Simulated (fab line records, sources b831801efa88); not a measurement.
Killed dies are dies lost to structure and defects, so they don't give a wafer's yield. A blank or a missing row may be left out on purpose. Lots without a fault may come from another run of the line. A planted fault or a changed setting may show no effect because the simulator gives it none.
Problem report in the 8D (eight disciplines) form, filled by code | flow sky130 | the parts of the form that need people (team, actions taken, sign-off) are left out
Where a reading is given only as a bound, like >300, the bound stands for it, and a mean or a difference that rests on one is marked > or <: the true number lies beyond.

1. THE PROBLEM
VIA3_W_RS at SKY_VIA3_RS_MEAS_22 reads a mean of 58.683 ohm/sq on 6 wafers of 2 lots; wafers without a fault read 0.291 ohm/sq with a standard deviation of 0.0041. That is +99 or more standard deviations from the usual mean.
The step: measures by four-point-probe.
First seen on wafer L430.1, day 43 09:23, on film_metro-01. The record holds 42 wafers of 14 lots with a number at this step. Rule for "out", or "out of limits": more than 4 standard deviations from the usual mean. The other wafers with a number count as sound.

2. WHAT IT IS AND WHAT IT IS NOT
question                    | is                           | is not
which readings at this step | VIA3_W_RS                    | -
which lots                  | L430, L431                   | L418, L420, L421, L422, L424, L425, L435, L437, L438, L439, L440, L441
which wafers of those lots  | all that have a number       | -
read on which gauges        | film_metro-01, film_metro-03 | film_metro-02
when                        | from day 43 09:23            | up to then (18 sound wafers); but 18 sound wafers of L435, L437, L438, L439, L440, L441 came after

3. SUSPECTS, AND WHAT RULES EACH OUT
Counting: a tool at a process step up to the reading stays a suspect if it ran every lot that is out and no sound lot after the first of them.
- the gauge at SKY_VIA3_RS_MEAS_22: ruled out. The wafers that are out were read on 2 gauges (film_metro-01, film_metro-03).
- pvd_sputter-02 at SKY_METAL3_SPUTTER_00 (material Ti, target thk 15 nm, time 10 s): ruled out as a lasting fault. Sound lots L437, L440 ran on it after its first lot that is out, L430 (day 40 05:58).
- cvd_w-01 at SKY_VIA3_CVD_21 (deposits W, target thk 390 nm, time 117.31 s): ruled out as a lasting fault. Sound lots L435, L437, L438 ran on it after its first lot that is out, L430 (day 43 09:16).
Left after counting: nothing in the record.

4. THE CAUSE (what the simulator had put in)
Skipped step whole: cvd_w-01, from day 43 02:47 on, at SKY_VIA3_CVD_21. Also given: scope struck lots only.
Counting ruled it out, wrongly: the rule takes a fault to strike every lot that its tool runs from its start on, and this one did not.

5. THE CHAIN OF EFFECTS, in route order
Each row: a reading whose mean over the struck wafers that have a number lies more than 3 standard deviations from the usual. Only readings for which the record gives a usual standard deviation are gone through. hours: the time from each lot's start at the first step in this table that gives one to its start at this step, as a median over the lots. sigmas: the change in usual standard deviations.
hours | step                 | reading            | usual        | on struck wafers | change  | sigmas
0     | SKY_VIA3_RS_MEAS_22  | VIA3_W_RS          | 0.291 ohm/sq | 58.683           | +58.392 | +99 or more
0     | SKY_VIA3_THK_MEAS_23 | VIA3_W_THK         | 388 nm       | <0               | <-388   | <-60
0     | SKY_VIA3_CMP_24      | time_to_endpoint_s | 97 s         | 6                | -91     | -23
The process steps in it:
- SKY_VIA3_CMP_24: polishes, stops on SiO2, t overpolish 20 s, target thk 0 nm.
Readings that are blank on the struck wafers while sound wafers have them: chamber_pressure_Torr at SKY_VIA3_CVD_21; heater_power_outer_w at SKY_VIA3_CVD_21; heater_power_w at SKY_VIA3_CVD_21.

6. WHAT WOULD HAVE CAUGHT IT SOONER
In this record the first reading out of limits at a measuring or inspecting step was taken at day 43 09:23, 7 hours after the fault began at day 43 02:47.
At SKY_VIA3_CVD_21 the tool's readings are blank on the struck wafers, where sound wafers have them: an empty tool record is the first sign, and it was there at once.
